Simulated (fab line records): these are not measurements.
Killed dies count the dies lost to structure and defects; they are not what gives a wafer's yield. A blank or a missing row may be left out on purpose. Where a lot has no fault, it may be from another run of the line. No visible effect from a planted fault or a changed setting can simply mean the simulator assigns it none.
Code-filled problem report in 8D (eight disciplines) form	flow gf180mcu	the parts of the form that need people (team, actions taken, sign-off) are left out

== 1. PROBLEM STATEMENT ==
LVPWELL_TW at GF_LVPWELL_TW_MEAS_11 reads a mean of 30 on 3 wafers of 1 lot; wafers without a fault read 557 with a standard deviation of 3.6. That is -99 or more standard deviations from the usual mean.
Seen first at day 7 21:37 on film-metro-04, wafer L973.1. Wafers with a number at this step in the record: 39, from 13 lots. The rule behind "out" and "out of limits": a value lying over 4 standard deviations away from the usual mean. The other wafers with a number count as sound.

== 2. WHAT IT IS, AND WHAT IT ISN'T ==
question	is	is not
which readings at this step	LVPWELL_TW	-
which lots	L973	L956, L957, L958, L959, L960, L962, L963, L966, L968, L976, L978, L979
which wafers of those lots	all that have a number	-
read on which gauges	film-metro-04	film-metro-01, film-metro-02
when	from day 7 21:37	up to then (27 sound wafers); but 9 sound wafers of L976, L978, L979 came after

== 3. WHAT RULES OUT EACH SUSPECT ==
Counting: any tool at a process step up to the reading is kept as a suspect provided that every lot that is out went through it and no sound lot did after the first of them.
- ruled out: the gauge at GF_LVPWELL_TW_MEAS_11. All the wafers that are out were read on film-metro-04, but those of them that GF_NWELL_STRIP_10 has rows for are out there too, on other tools.
- plasma-asher-04 at GF_NWELL_STRIP_10 (strips in O2/N2): kept. It ran the lot that is out, L973 (day 7 05:47), and no sound lot after that; its last sound lot up to then is L968 (day 6 00:07). Its own readings are out on those wafers: oes-product-au.
- plasma-asher-01 at GF_LVPWELL_STRIP_10 (strips in O2/N2): ruled out as a lasting fault. Following L973 (day 7 21:31), the first lot on it that is out, the sound lots L976 were run on it.
After counting, what remains is plasma-asher-04 at GF_NWELL_STRIP_10.

== 4. THE CAUSE (what the simulator had put in) ==
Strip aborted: plasma-asher-04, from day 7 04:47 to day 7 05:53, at GF_NWELL_STRIP_10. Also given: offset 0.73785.
Counting left only this tool.

== 5. THE CHAIN OF EFFECTS, in route order ==
Each row: a reading whose mean over the struck wafers that have a number lies more than 3 standard deviations from the usual. Readings are gone through only where the record gives a usual standard deviation; hours: the median, over the lots, of the time from a lot's start at the first step in this table giving one to that lot's start at this step; sigmas: the change measured in usual standard deviations.
hours	step	reading	usual	on struck wafers	change	sigmas
0	GF_NWELL_STRIP_10	oes-product-au	0.722 a.u.	0.933	+0.211	+41
16	GF_LVPWELL_STRIP_10	strip-time-to-endpoint-s	36.93 s	59.26	+22.33	+99 or more
16	GF_LVPWELL_TW_MEAS_11	LVPWELL_TW	557	30	-527	-99 or more
Its process steps:
- GF_NWELL_STRIP_10: strips in O2/N2.
- GF_LVPWELL_STRIP_10: strips in O2/N2.
Readings that are blank on the struck wafers while sound wafers have them: strip-time-to-endpoint-s at GF_NWELL_STRIP_10.
At these later measuring or inspecting steps, every struck wafer for which the step has a row has a number for every such reading, and none has moved that far: GF_HV_LDD_CD_MEAS_19.

== 6. HOW IT WOULD HAVE BEEN CAUGHT EARLIER ==
17 hours passed between the start of the fault at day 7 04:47 and the first reading out of limits at a measuring or inspecting step in this record, taken at day 7 21:37.
The tool's own readings at GF_NWELL_STRIP_10 were out on every struck wafer that the step has a row for (oes-product-au): an alarm limit on them would have fired on the first of those.
All the lots that are out (1) had begun GF_NWELL_STRIP_10 on plasma-asher-04 by day 7 21:37. Holding the tool at that point would not have protected any of them.
